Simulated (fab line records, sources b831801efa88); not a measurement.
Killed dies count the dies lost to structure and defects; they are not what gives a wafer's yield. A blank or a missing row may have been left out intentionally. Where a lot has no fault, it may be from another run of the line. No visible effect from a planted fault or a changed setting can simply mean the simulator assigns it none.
Comparing a struck lot with a sound one    flow sky130    26 out of 708 route steps
Sound: the wafers L789.3, L789.5, L789.6. Struck: wafers L799.2, L799.5 (left out: L799.1, a lot-mate that was not struck); the cause follows at the end.
For every step that has rows: the tool of each side, followed by ch and its chambers, followed by its first start. Under that, the readings that differ: sound wafers    struck wafers    difference of the means    sigmas: that difference in standard deviations of wafers without a fault.
alike: readings with means less than 2 such deviations apart, plus words and numbers identical on both sides. not compared: withheld readings, readings lacking a value on some wafer, bounds such as >300 that could conceal the same value, and numbers that have no deviation in the record and whose values overlap.
The two part at a step that has a row with sigmas, a row that says differs or no value, or rows on one side only. When numbers do not overlap yet have no deviation, they are printed without sigmas and do not part them. Lack of a reading on every wafer of one side parts them only where that side has two or more wafers.

first, 3 steps without rows for these wafers: SKY_CAP2M_EXPOSE_09 (exposes mask CAP2M, target cd 1000 nm); SKY_CAP2M_PEB_10; SKY_CAP2M_DEVELOP_11 (develop time 60 s).
SKY_CAP2M_OVL_MEAS_12:
  struck on overlay-01, day 45 06:19; sound on overlay-02, day 44 23:43
  alike: CAP2M_OVL
SKY_CAP2M_METAL_ETCH_13: etches TiN in Cl2/BCl3, stops on SiO2, target depth 220 nm, time 62.9 s.
  sound on rie metal-03 ch 0,1, day 44 23:46; struck on rie metal-01 ch 0,1, day 45 06:20
  alike: drypump motor current A, oes product au, rf fwd power W, throttle valve pct
  not compared: rf hours counter h
SKY_CAP2M_STRIP_14: strips in O2/N2.
  sound on plasma asher-04 ch 0,1, day 44 23:52; struck on plasma asher-03 ch 1, day 45 06:25
  alike: drypump motor current A, oes product au, strip time to endpoint s
  not compared: rf hours counter h
then, 6 steps without rows for these wafers: SKY_CAP2M_STRIP_15 (strips in post etch residue remover, time 1200 s); SKY_CAP2M_CLEAN_16 (cleans in IPA, time 180 s); SKY_CAP2M_CLEAN_17 (cleans in O3/DIW); SKY_METAL4_DEHYDRATE_05 (time 60 s); SKY_METAL4_HMDS_06 (prime time 60 s); SKY_METAL4_COAT_07 (resist thk 60 nm).
SKY_METAL4_COAT_08: resist thk 1140 nm.
  sound on litho track-04 ch 0, day 45 10:00; struck on litho track-04 ch 0, day 45 17:00
reading                                        sound           struck     difference  sigmas
model.KrF-thick_of_METAL4_COAT_08.thk nm (nm)  1140 1139 1141  1177 1175  +36         
then, 4 steps without rows for these wafers: SKY_METAL4_SOFTBAKE_09 (time 90 s); SKY_METAL4_EXPOSE_10 (exposes mask MM4, target cd 300 nm); SKY_METAL4_PEB_11; SKY_METAL4_DEVELOP_12 (develop time 60 s).
SKY_METAL4_CD_MEAS_13: target cd 300 nm.
  struck on cd sem-01, day 46 04:21; sound on cd sem-01, day 45 21:32
  alike: cd nm
SKY_METAL4_OVL_MEAS_14:
  struck on overlay-02, day 46 04:28; sound on overlay-01, day 45 21:38
  alike: METAL4_OVL
SKY_METAL4_DESCUM_15: chemistry O2, time 8 s.
  sound on rie metal-03 ch 0,1, day 45 21:40; struck on rie metal-02 ch 1, day 46 04:31
  alike: drypump motor current A, oes product au, rf fwd power W
  not compared: rf hours counter h
SKY_METAL4_ETCH_16: etches BARC in N2/H2, stops on SiO2, time 88.2 s, target depth 60 nm.
  sound on rie metal-03 ch 0,1, day 45 21:43; struck on rie metal-02 ch 1, day 46 04:32
  alike: drypump motor current A, oes product au, rf fwd power W, throttle valve pct
  not compared: rf hours counter h
SKY_METAL4_ETCH_17: etches SiO2 in C4F8/O2/Ar, stops on TiN, time 3.9 s, target depth 15 nm.
  sound on rie diel-03 ch 0,2,3, day 45 21:47; struck on rie diel-01 ch 1,3, day 46 04:38
  alike: oes product au, rf fwd power W
SKY_METAL4_METAL_ETCH_18: etches the open film in Cl2/BCl3, stops on SiO2, target depth 845 nm, time 183.1 s.
  sound on rie metal-02 ch 0,1, day 45 21:52; struck on rie metal-03 ch 0,1, day 46 04:40
reading                                        sound              struck       difference  sigmas
model.KrF-thick_of_METAL4_COAT_08.thk nm (nm)  510.4 523.9 515.4  568.7 553.5  +44.5       
  alike: drypump motor current A, oes product au, rf fwd power W, throttle valve pct
  not compared: rf hours counter h
SKY_METAL4_STRIP_19: strips in O2/N2.
  sound on plasma asher-04 ch 0,1, day 45 22:01; struck on plasma asher-02 ch 0,1, day 46 04:50
reading                       sound              struck       difference  sigmas
oes product au (a.u.)         0.499 0.494 0.499  0.523 0.513  +0.021      +3
strip time to endpoint s (s)  6.38 6.50 6.44     6.95 6.80    +0.43       +4
  alike: drypump motor current A
  not compared: rf hours counter h
then, 1 step without rows for these wafers: SKY_METAL4_STRIP_20 (strips in post etch residue remover, time 1200 s).
-- the record jumps here: 4 days lie between the struck wafers' starts before and after (it left off in module METAL4 and takes up again in module PAD_OPEN, whose first step shown is number 708 of the route) --
SKY_PAD_OPEN_PROBE_99:
  struck on prober-02, day 49 19:15; sound on prober-02, day 49 13:18
  alike: defect limited yield, killed_at_M0_to_M3, killed_at_M4_up, killed at contacts, killed at front end, killed at other, killed dies, killed open, killed short, sort_bin_3_pad_short, sort_bin_5_function, sort_bin_6_memory, sort n pass, sort yield pct

== WHERE THEY PART ==
Only at SKY_METAL4_STRIP_19, within this record. Later steps at which nothing parts them and some readings are alike: SKY_PAD_OPEN_PROBE_99.

WHY: the cause the simulator had injected
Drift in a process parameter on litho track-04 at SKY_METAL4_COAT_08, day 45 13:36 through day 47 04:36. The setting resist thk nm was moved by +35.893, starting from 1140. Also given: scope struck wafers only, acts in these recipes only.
